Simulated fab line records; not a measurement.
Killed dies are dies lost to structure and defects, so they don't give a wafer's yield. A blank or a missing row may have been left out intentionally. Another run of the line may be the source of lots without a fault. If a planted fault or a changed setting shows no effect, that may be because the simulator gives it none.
Problem report, 8D (eight disciplines) form, completed by code ; flow sfq_line ; the parts of the form that need people (team, actions taken, sign-off) are left out

## 1. WHAT WENT WRONG
Mean of oes_product_au at SFQ_TRILAYER_R5_ETCH_METAL_ETCH_139: 0.783 a.u. across 3 wafers in 2 lots; on wafers with no fault it is 0.993 a.u. (standard deviation 0.0046). That is -46 standard deviations from the usual mean.
The step: etches the open film in Cl2, stops on SiO2, target depth 60 nm, time 40 s.
First seen on wafer L347.2, day 63 19:26, on rie_metal-01. The record holds 18 wafers of 6 lots with a number at this step. By rule, "out" or "out of limits" means more than 4 standard deviations away from the usual mean. The other wafers with a number count as sound.

## 2. WHAT THIS IS AND IS NOT
question;is;is not
which readings at this step;oes_product_au;drypump_motor_current_A
which lots;L347, L349;L333, L334, L337, L338
which wafers of those lots;L347.2, L347.5, L349.3;L347.1, L349.2, L349.6
read on which tools;rie_metal-01;rie_metal-03
when;from day 63 19:26;"up to then (13 sound wafers); but 2 sound wafers of L349 came after"

## 3. WHAT RULES OUT EACH SUSPECT
Counting: a tool at a process step up to the reading stays a suspect if it ran every lot that is out. Sound lots after the first of them don't rule it out here, since some wafers of a struck lot are sound.
- pvd_sputter-05 at SFQ_TRILAYER_R5_DEP_SPUTTER_133 (material MoNx, target thk 40 nm, time 66.7 s): kept. Ran every lot that is out, first one L347 (day 58 13:15); last sound lot up to then L333 (day 52 04:07).
- rie_metal-01 at SFQ_TRILAYER_R5_BARC_OPEN_METAL_ETCH_177 (etches BARC in O2, target depth 125 nm, time 41.7 s): kept. Ran every lot that is out, first one L347 (day 63 19:22); last sound lot up to then L337 (day 58 19:26).
- rie_metal-01 at SFQ_TRILAYER_R5_ETCH_METAL_ETCH_139 (etches the open film in Cl2, stops on SiO2, target depth 60 nm, time 40 s): kept. Ran every lot that is out, first one L347 (day 63 19:26); last sound lot up to then L337 (day 58 19:30). On those wafers its own readings are out: oes_product_au.
- At SFQ_TRILAYER_R5_BARC_OPEN_METAL_ETCH_177 on rie_metal-01, chamber 1 took the sound wafers of the same lots and chamber 0 took the wafers that are out.
- At SFQ_TRILAYER_R5_ETCH_METAL_ETCH_139 on rie_metal-01, chamber 1 took the sound wafers of the same lots and chamber 0 took the wafers that are out.
Left after counting: pvd_sputter-05 at SFQ_TRILAYER_R5_DEP_SPUTTER_133, rie_metal-01 at SFQ_TRILAYER_R5_BARC_OPEN_METAL_ETCH_177, rie_metal-01 at SFQ_TRILAYER_R5_ETCH_METAL_ETCH_139.

## 4. THE CAUSE (what the simulator had put in)
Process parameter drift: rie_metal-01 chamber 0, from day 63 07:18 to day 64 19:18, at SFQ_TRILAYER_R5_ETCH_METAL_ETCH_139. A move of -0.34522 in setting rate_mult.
This tool is one of the 3 suspects left after counting.

## 5. SEQUENCE OF EFFECTS, ordered by route
One row per reading whose mean, taken over the struck wafers that have a number, lies over 3 standard deviations from the usual. Only readings whose record carries a usual standard deviation are examined. hours: median over the lots of the time between each lot's start at the first step of this table that gives one and its start at this step. sigmas: the change, counted in usual standard deviations.
hours;step;reading;usual;on struck wafers;change;sigmas
0;SFQ_TRILAYER_R5_ETCH_METAL_ETCH_139;oes_product_au;0.993 a.u.;0.783;-0.210;-46
It contains these process steps:
- SFQ_TRILAYER_R5_ETCH_METAL_ETCH_139: etches the open film in Cl2, stops on SiO2, target depth 60 nm, time 40 s.
Later measuring or inspecting steps at which every struck wafer that the step has a row for has a number for every such reading, and none has moved that far: SFQ_I5_OVL_MEAS_936, SFQ_C5_OVL_MEAS_937, SFQ_M6_RS_MEAS_938, SFQ_M8_BOW_MEAS_951.

## 6. WHAT WOULD HAVE CAUGHT IT SOONER
The fault began at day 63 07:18; the first out-of-limits reading in this record came at day 63 19:26, 12 hours later.
